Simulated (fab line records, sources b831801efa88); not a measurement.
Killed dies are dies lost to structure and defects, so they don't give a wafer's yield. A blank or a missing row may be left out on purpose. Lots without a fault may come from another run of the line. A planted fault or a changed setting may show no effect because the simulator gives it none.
A struck lot beside a sound one | flow sky130 | 15 steps out of a route of 708
Sound: wafers L716.2, L716.3, L716.5. Struck: wafers L720.1, L720.3, L720.6. The cause comes at the end.
At each step with rows: each side's tool, then ch and its chambers, then its first start. Under that, the readings that differ: sound wafers | struck wafers | difference of the means | sigmas: that difference in standard deviations of wafers without a fault.
alike: readings whose means differ by less than 2 such deviations, and words and numbers that are the same on both sides. not compared: withheld readings, readings that some wafer has no value for, bounds like >300 that may hide the same value, and numbers for which the record gives no deviation and whose values overlap.
The two part at a step that has a row with sigmas, a row that says differs or no value, or rows on one side only. Numbers that don't overlap but have no deviation are shown without sigmas and don't part them. A reading that every wafer of one side lacks parts them only if that side has two wafers or more.

SKY_POLY_GATE_THK_MEAS_21:
  sound on film_metro-03, day 19 08:09; struck on film_metro-03, day 20 23:01
  reading                      | sound          | struck         | difference | sigmas
  POLY_GATE_OXIDATION_THK (nm) | 4.15 4.15 4.12 | 3.86 3.91 3.84 | -0.27      | -3
SKY_POLY_GATE_CD_MEAS_22:
  sound on cd_sem-01, day 19 08:14; struck on cd_sem-02, day 20 23:04
  alike: cd_nm
then, 7 steps without rows for these wafers: SKY_LDD_N_DEHYDRATE_00 (time 60 s); SKY_LDD_N_HMDS_01 (prime time 60 s); SKY_LDD_N_COAT_02 (resist thk 300 nm); SKY_LDD_N_SOFTBAKE_03 (time 60 s); SKY_LDD_N_EXPOSE_04 (exposes mask NTM, target cd 840 nm); SKY_LDD_N_PEB_05; SKY_LDD_N_DEVELOP_06 (develop time 60 s).
SKY_LDD_N_OVL_MEAS_07:
  sound on overlay-02, day 20 14:58; struck on overlay-01, day 22 05:50
  alike: LDD_N_OVL
then, 2 steps without rows for these wafers: SKY_LDD_N_IMPLANT_08; SKY_LDD_N_IMPLANT_09.
SKY_LDD_N_IMPLANT_10:
  sound on implanter-01 ch 0, day 20 15:19; struck on implanter-01 ch 0, day 22 06:10
  reading                | sound                | struck               | difference | sigmas
  rotation_deg (degrees) | 203.00 202.98 203.02 | 281.84 281.89 281.86 | +78.86     | +99 or more
  alike: dose_ions_cm2
then, 1 step without rows for these wafers: SKY_LDD_N_IMPLANT_11.
-- the record jumps here: 27 days lie between the struck wafers' starts before and after (it left off in module LDD_N and takes up again in module PAD_OPEN, whose first step shown is number 708 of the route) --
SKY_PAD_OPEN_PROBE_99:
  sound on prober-01, day 47 20:35; struck on prober-01, day 48 22:50
  reading                                    | sound                | struck              | difference | sigmas
  model.etest.nfet_01v8_swapped.vt_sat_v (V) | 0.6431 0.6492 0.6549 | 0.667 0.6619 0.6821 | +0.021     |
  alike: killed_at_M0_to_M3, killed_at_M4_up, killed_at_contacts, killed_at_front_end, killed_at_other, killed_dies, killed_open, killed_short

WHERE THEY PART
First at SKY_POLY_GATE_THK_MEAS_21; last, within this record, at SKY_LDD_N_IMPLANT_10. Later steps at which nothing parts them and some readings are alike: SKY_PAD_OPEN_PROBE_99.

WHY: what the simulator had put in
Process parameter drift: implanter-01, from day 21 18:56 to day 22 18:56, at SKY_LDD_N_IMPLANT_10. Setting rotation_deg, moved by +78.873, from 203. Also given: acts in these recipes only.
